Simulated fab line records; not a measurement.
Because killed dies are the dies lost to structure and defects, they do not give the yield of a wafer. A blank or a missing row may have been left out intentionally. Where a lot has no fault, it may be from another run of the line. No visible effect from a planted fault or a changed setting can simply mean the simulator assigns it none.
fab line records	flow sky130
record: lots: 12	wafers: 36	last_day: 50
route steps=708 shown VT_ADJUST_HVTR@139 SONOS_ONO@169
lots untouched by any fault: they come from a run of this same line in which no faults occurred
start_h: hours from the record's opening day to when the first of the lot's shown wafers began	wait_h: time in hours since the lot's previous step	" the same as in the row above	L1.1+2: a single row standing in for several wafers	- no value, or no start given	* or withheld: withheld	< > ~ a bound
route shown NAME@n: names a module that has steps shown in the file, with the first one's number in the route	usual: mean and standard deviation over wafers with no fault	same: alike in all rows	chamber/n: place in a boat	sites: each site's reading	_std_site: standard deviation of those values	_edge_site: outer sites' mean less inner sites'	radius_mm: for every site, how far away it sits from the centre of the wafer	mask NAME#n: copy n	behind: the last tool/chamber to shape the wafer	hold: what put the lot on hold/how long, in hours/how the hold closed	device: transistor that didn't switch, given as n, p or np	end of line: the route-end tests of the same wafers	where a step has no rows: the recipe by itself	killed: dies lost to structure and defects at the first sort, not the wafer's yield	map: a wafer's dies, x killed, . not, _ none there
set.NAME: setting as actually run; set.NAME@STEP: the setting as run at that earlier step	model.NAME: the simulator's own value behind a step, which no gauge read
steps of the route over a sample of lots; a table a step, a row a wafer
services: from which hour (start_h, from the record's first day; less than 0 if before it) a tool's chamber was out of use, for how many hours, and why
== steps ==
step: SKY_VT_ADJUST_HVTR_OVL_MEAS_08
usual: VT_ADJUST_HVTR_OVL: -0.7/1.5
lot.wafer	tool	chamber	start_h	wait_h	VT_ADJUST_HVTR_OVL[nm]
L314.2	overlay-01	-	204.08	0.1	-0.6
L314.5	"	-	"	"	1.5
L314.6	"	-	"	"	-0.7
L315.3	overlay-02	-	218.33	0.1	-2.1
L315.5	"	-	"	"	-1.4
L315.6	"	-	"	"	-1.3
L316.2	overlay-02	-	218.95	0.1	-3.1
L316.3	"	-	"	"	-1.7
L316.5	"	-	"	"	0.0
L321.1	overlay-01	-	253.01	0.1	-1.4
L321.2	"	-	"	"	-1.2
L321.5	"	-	"	"	-1.8
L322.1	overlay-02	-	258.65	0.1	0.1
L322.5	"	-	"	"	1.1
L322.6	"	-	"	"	2.9
L325.1	overlay-01	-	285.34	0.1	-0.6
L325.3	"	-	"	"	-1.4
L325.4	"	-	"	"	-1.8
L327.1	overlay-01	-	308.14	0.1	0.0
L327.5	"	-	"	"	-0.6
L327.6	"	-	"	"	-1.1
L329.2	overlay-01	-	319.92	0.1	-0.6
L329.3	"	-	"	"	0.2
L329.4	"	-	"	"	2.1
L332.1	overlay-02	-	336.66	0.1	0.6
L332.3	"	-	"	"	0.4
L332.5	"	-	"	"	2.4
L333.3	overlay-01	-	348.89	0.1	-4.6
L333.4	"	-	"	"	-4.9
L333.6	"	-	"	"	-2.3
L335.1	overlay-01	-	362.19	0.1	1.1
L335.4	"	-	"	"	0.4
L335.5	"	-	"	"	0.2
L337.3	overlay-01	-	374.30	0.1	-1.3
L337.5	"	-	"	"	-0.5
L337.6	"	-	"	"	-1.3
step: SKY_VT_ADJUST_HVTR_STRIP_10
recipe: chemistry: O2/N2	power_w: 1400	pressure_mtorr: 1500	platen_temp_c: withheld	o2_flow_sccm: 3000	n2_flow_sccm: 300	overash_fraction: 0.5
usual: drypump_motor_current_A: 6.2/0.52	o2_flow_sccm: 3001/8.4	oes_product_au: 0.716/0.0049	strip_time_to_endpoint_s: 14.18/0.038
lot.wafer	tool	chamber	start_h	wait_h	drypump_motor_current_A	o2_flow_sccm	oes_product_au	rf_hours_counter_h	strip_time_to_endpoint_s
L314.2	plasma_asher-02	1	204.26	0.1	4.9	2997	0.712	8	14.13
L314.5	"	0	"	"	6.5	2994	0.721	-	14.19
L314.6	"	1	"	"	4.9	2993	0.708	-	14.13
L315.3	plasma_asher-03	0	218.53	0.1	6.1	3003	0.718	-	14.14
L315.5	"	0	"	"	6.1	3005	0.714	-	14.17
L315.6	"	1	"	"	6.3	3013	0.717	-	14.20
L316.2	plasma_asher-03	1	219.13	0.1	6.3	3007	0.712	42	14.17
L316.3	"	0	"	"	6.1	3000	0.711	-	14.15
L316.5	"	1	"	"	6.3	3009	0.713	-	14.17
L321.1	plasma_asher-04	0	253.20	0.1	6.5	3003	0.719	53	14.15
L321.2	"	1	"	"	6.4	3008	0.720	53	14.16
L321.5	"	1	"	"	6.4	2996	0.716	-	14.14
L322.1	plasma_asher-04	0	258.83	0.1	6.5	3007	0.712	54	14.18
L322.5	"	1	"	"	6.4	2992	0.714	-	14.20
L322.6	"	0	"	"	6.5	2996	0.720	-	14.19
L325.1	plasma_asher-03	1	285.53	0.1	6.3	2990	0.710	48	14.14
L325.3	"	1	"	"	6.3	3006	0.708	-	14.17
L325.4	"	0	"	"	6.1	2986	0.721	-	14.17
L327.1	plasma_asher-03	1	308.33	0.1	6.3	2993	0.708	50	14.19
L327.5	"	0	"	"	6.1	3006	0.704	-	14.18
L327.6	"	1	"	"	6.3	2998	0.717	-	14.17
L329.2	plasma_asher-02	0	320.10	0.1	6.5	2996	0.713	18	14.18
L329.3	"	1	"	"	4.9	2984	0.709	-	14.17
L329.4	"	0	"	"	6.6	2988	0.714	-	14.19
L332.1	plasma_asher-02	0	336.85	0.1	6.6	2996	0.718	20	14.15
L332.3	"	0	"	"	6.5	2998	0.715	-	14.14
L332.5	"	1	"	"	4.9	2999	0.718	-	14.13
L333.3	plasma_asher-04	1	349.09	0.1	6.4	3004	0.723	-	14.09
L333.4	"	0	"	"	6.5	3010	0.710	-	14.07
L333.6	"	0	"	"	6.5	3002	0.717	-	14.12
L335.1	plasma_asher-02	0	362.38	0.1	6.5	3004	0.714	22	14.15
L335.4	"	1	"	"	4.8	3010	0.713	-	14.14
L335.5	"	1	"	"	4.9	3006	0.714	-	14.13
L337.3	plasma_asher-03	0	374.51	0.1	6.1	3008	0.720	-	14.22
L337.5	"	0	"	"	6.1	2993	0.717	-	14.20
L337.6	"	1	"	"	6.3	3016	0.712	-	14.18
step: SKY_SONOS_ONO_THK_MEAS_01
recipe: reads: SiO2_of_SONOS_ONO_OXIDATION_00
usual: SONOS_ONO_OXIDATION_THK: 2.61/0.053
lot.wafer	tool	chamber	start_h	wait_h	hold	SONOS_ONO_OXIDATION_THK[nm]
L314.2	film_metro-01	-	252.99	0.0	-	2.65
L314.5	"	-	"	"	-	2.61
L314.6	"	-	"	"	-	2.68
L316.2	film_metro-01	-	270.96	0.0	-	2.60
L316.3	"	-	"	"	-	2.64
L316.5	"	-	"	"	-	2.61
L315.3	film_metro-04	-	270.97	0.0	-	2.56
L315.5	"	-	"	"	-	2.60
L315.6	"	-	"	"	-	2.64
L321.1	film_metro-04	-	307.30	0.0	await_dispo/0.2h/release	5.95
L321.2	"	-	"	"	await_dispo/0.2h/release	5.91
L321.5	"	-	"	"	await_dispo/0.2h/release	5.93
L321.1	film_metro-04	-	307.53	0.2	-	5.97
L321.2	"	-	"	"	-	5.89
L321.5	"	-	"	"	-	5.95
L322.1	film_metro-04	-	314.60	0.0	await_dispo/0.2h/release	5.85
L322.5	"	-	"	"	await_dispo/0.2h/release	5.90
L322.6	"	-	"	"	await_dispo/0.2h/release	5.93
L322.1	film_metro-04	-	314.83	0.2	-	5.84
L322.5	"	-	"	"	-	5.86
L322.6	"	-	"	"	-	5.91
L325.1	film_metro-04	-	340.55	0.0	await_dispo/0.2h/release	5.81
L325.3	"	-	"	"	await_dispo/0.2h/release	5.88
L325.4	"	-	"	"	await_dispo/0.2h/release	5.93
L325.1	film_metro-04	-	340.77	0.2	-	5.83
L325.3	"	-	"	"	-	5.90
L325.4	"	-	"	"	-	5.90
L327.1	film_metro-04	-	364.11	0.0	await_dispo/0.2h/release	5.87
L327.5	"	-	"	"	await_dispo/0.2h/release	5.78
L327.6	"	-	"	"	await_dispo/0.2h/release	5.85
L327.1	film_metro-04	-	364.37	0.2	-	5.85
L327.5	"	-	"	"	-	5.84
L327.6	"	-	"	"	-	5.86
L329.2	film_metro-01	-	377.65	0.0	-	2.66
L329.3	"	-	"	"	-	2.65
L329.4	"	-	"	"	-	2.65
L332.1	film_metro-03	-	395.70	0.0	-	2.62
L332.3	"	-	"	"	-	2.61
L332.5	"	-	"	"	-	2.62
L333.3	film_metro-01	-	408.69	0.0	-	2.56
L333.4	"	-	"	"	-	2.63
L333.6	"	-	"	"	-	2.60
L335.1	film_metro-01	-	423.64	0.0	-	2.57
L335.4	"	-	"	"	-	2.52
L335.5	"	-	"	"	-	2.52
L337.3	film_metro-01	-	437.33	0.0	-	2.61
L337.5	"	-	"	"	-	2.64
L337.6	"	-	"	"	-	2.58
step: SKY_SONOS_ONO_STRIP_17
recipe: chemistry: O2/N2	power_w: 1400	pressure_mtorr: 1500	platen_temp_c: withheld	o2_flow_sccm: 3000	n2_flow_sccm: 300	overash_fraction: 0.5
usual: drypump_motor_current_A: 6.0/0.62	o2_flow_sccm: 3000/9.5	oes_product_au: 0.710/0.0044	strip_time_to_endpoint_s: 14.10/0.036
lot.wafer	tool	chamber	start_h	wait_h	drypump_motor_current_A	o2_flow_sccm	oes_product_au	rf_hours_counter_h	strip_time_to_endpoint_s
L314.2	plasma_asher-02	0	281.29	0.0	6.6	3004	0.705	15	14.08
L314.5	"	1	"	"	4.8	2993	0.710	-	14.09
L314.6	"	0	"	"	6.6	2986	0.708	-	14.09
L315.3	plasma_asher-01	0	299.33	0.0	5.9	3000	0.713	-	14.07
L315.5	"	1	"	"	5.7	2993	0.705	-	14.11
L315.6	"	0	"	"	5.9	2992	0.716	-	14.05
L316.2	plasma_asher-04	0	299.57	0.0	6.5	2994	0.718	58	14.10
L316.3	"	1	"	"	6.4	2992	0.714	-	14.12
L316.5	"	1	"	"	6.5	3003	0.715	-	14.18
L329.2	plasma_asher-02	0	412.57	0.0	6.5	2986	0.707	28	14.10
L329.3	"	0	"	"	6.5	2985	0.699	-	14.07
L329.4	"	1	"	"	4.9	2991	0.719	-	14.11
L332.1	plasma_asher-02	1	430.00	0.0	4.9	3005	0.706	30	14.08
L332.3	"	1	"	"	4.9	2990	0.722	-	14.08
L332.5	"	0	"	"	6.6	2992	0.706	-	14.10
L333.3	plasma_asher-04	0	443.38	0.0	6.5	3008	0.710	-	14.13
L333.4	"	1	"	"	6.5	3001	0.711	-	14.08
L333.6	"	1	"	"	6.4	2998	0.712	-	14.18
L335.1	plasma_asher-04	0	457.83	0.0	6.5	2996	0.704	3	14.10
L335.4	"	1	"	"	6.4	3005	0.716	-	14.09
L335.5	"	0	"	"	6.5	2985	0.710	-	14.09
L337.3	plasma_asher-04	1	471.41	0.0	6.4	3001	0.714	-	14.11
L337.5	"	1	"	"	6.4	3005	0.705	-	14.08
L337.6	"	0	"	"	6.5	3013	0.716	-	14.13
== services ==
tool	chamber	start_h	hours	kind
plasma_asher-04	-	202.63	2.8	pm
plasma_asher-02	-	232.91	1.6	repair
plasma_asher-02	-	235.55	0.8	repair
plasma_asher-02	-	256.78	2.8	pm
plasma_asher-01	-	281.11	2.8	pm
plasma_asher-02	-	286.43	2.3	repair
plasma_asher-02	-	315.89	3.8	repair
plasma_asher-01	-	346.57	3.3	pm
plasma_asher-01	-	381.34	15.6	pm
plasma_asher-04	-	385.59	1.0	repair
plasma_asher-04	-	413.98	1.1	repair
plasma_asher-02	-	417.11	0.5	repair
plasma_asher-04	-	421.25	9.0	pm
plasma_asher-04	0	421.25	9.0	vent_cycle
plasma_asher-04	1	421.25	9.0	vent_cycle
plasma_asher-04	0	430.25	-	clean
plasma_asher-04	1	430.25	-	clean
plasma_asher-01	-	445.88	14.6	pm
== key ==
first_sign: step: SKY_SONOS_ONO_THK_MEAS_01	reading: visit	direction: added
effect: step: SKY_SONOS_ONO_THK_MEAS_01	reading: SONOS_ONO_OXIDATION_THK	direction: up	sigmas: 62	usual: 2.61	struck: 5.88
met_at SKY_SONOS_ONO_THK_MEAS_01
struck_lots L321,L322,L325,L327
scrapped_behind SKY_SONOS_ONO_THK_MEAS_01 L321.1,L321.2,L321.5,L322.1,L322.5,L322.6,L325.1,L325.3,L325.4,L327.1,L327.5,L327.6
not_acting_at SKY_VT_ADJUST_HVTR_OVL_MEAS_08,SKY_VT_ADJUST_HVTR_STRIP_10,SKY_SONOS_ONO_STRIP_17
onset_between 270.97 307.30
fault: kind: metrology_matching_offset	tool: film_metro-04	chamber: -	onset_h: 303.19	steps: SKY_SONOS_ONO_THK_MEAS_01	param: thk_nm	offset: 3.2554
